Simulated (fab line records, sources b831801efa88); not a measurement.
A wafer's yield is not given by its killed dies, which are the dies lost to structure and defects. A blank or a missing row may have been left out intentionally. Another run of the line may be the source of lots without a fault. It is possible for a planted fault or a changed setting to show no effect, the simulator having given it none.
A struck lot beside a sound one + flow sky130 + 18 out of 708 route steps
Sound: the wafers L104.4, L104.5, L104.6. The struck wafers were L116.2, L116.4, L116.6. The cause comes at the end.
For every step that has rows: the tool of each side, followed by ch and its chambers, followed by its first start. Under that, the readings that differ: sound wafers + struck wafers + difference of the means + sigmas: that difference in standard deviations of wafers without a fault.
alike: same words and numbers on both sides, and readings whose means sit less than 2 such deviations apart. not compared: any withheld reading, any reading some wafer has no value for, any bound like >300 that may hide the same value, and any number with overlapping values for which the record gives no deviation.
A row with sigmas, a row that says differs or no value, or rows on one side alone: a step with any of these is where the two part. Numbers that have no deviation but don't overlap get no sigmas and don't part them. A reading that every wafer of one side lacks parts them only if that side has two wafers or more.

first, 3 steps without rows for these wafers: SKY_SONOS_ONO_WET_ETCH_18 (etches Si3N4 in H3PO4, target depth 15 nm, time 172 s); SKY_GATE_OXIDE_CLEAN_00 (cleans in SC1/SC2, time 150 s); SKY_GATE_OXIDE_OXIDATION_01 (stabilise 600 s, purge 300 s, target thk 10.268 nm).
SKY_GATE_OXIDE_THK_MEAS_02:
  struck on filmMetro-04, day 17 05:34; sound on filmMetro-03, day 13 09:04
  alike: GATE_OXIDE_OXIDATION_00_THK
then, 7 steps without rows for these wafers: SKY_GATE_OXIDE_DEHYDRATE_03 (time 60 s); SKY_GATE_OXIDE_HMDS_04 (prime time 60 s); SKY_GATE_OXIDE_COAT_05 (resist thk 1140 nm); SKY_GATE_OXIDE_SOFTBAKE_06 (time 60 s); SKY_GATE_OXIDE_EXPOSE_07 (exposes mask LVOM, target cd 600 nm); SKY_GATE_OXIDE_PEB_08; SKY_GATE_OXIDE_DEVELOP_09 (develop time 60 s).
SKY_GATE_OXIDE_OVL_MEAS_10:
  struck on overlay-01, day 18 16:34; sound on overlay-01, day 14 10:32
  alike: GATE_OXIDE_OVL
SKY_GATE_OXIDE_IMPLANT_11:
  sound on implanter-04 ch 0, day 14 10:38; struck on implanter-02 ch 0, day 18 16:56
then, 1 step without rows for these wafers: SKY_GATE_OXIDE_WET_ETCH_12 (etches SiO2 in dHF, target depth 16.8 nm, time 336 s).
SKY_GATE_OXIDE_STRIP_13: strips in O2/N2.
  sound on plasmaAsher-04 ch 0,1, day 14 10:58; struck on plasmaAsher-01 ch 0,1, day 18 17:19
  alike: drypumpMotorCurrentA, oesProductAu, stripTimeToEndpointS
  not compared: rfHoursCounterH
SKY_GATE_OXIDE_TW_MEAS_14:
  struck on filmMetro-04, day 18 17:26; sound on filmMetro-04, day 14 11:03
| reading       | sound             | struck            | difference | sigmas |
|---------------|-------------------|-------------------|------------|--------|
| GATE_OXIDE_TW | 225.1 224.7 226.4 | 272.9 273.8 272.6 | +47.7      | +22    |
then, 2 steps without rows for these wafers: SKY_GATE_OXIDE_CLEAN_15 (cleans in SC1/SC2, time 150 s); SKY_PAD_OPEN_PROBE_99.

## WHERE THEY PART
SKY_GATE_OXIDE_TW_MEAS_14 only, going by this record.

WHY: what had been put in by the simulator
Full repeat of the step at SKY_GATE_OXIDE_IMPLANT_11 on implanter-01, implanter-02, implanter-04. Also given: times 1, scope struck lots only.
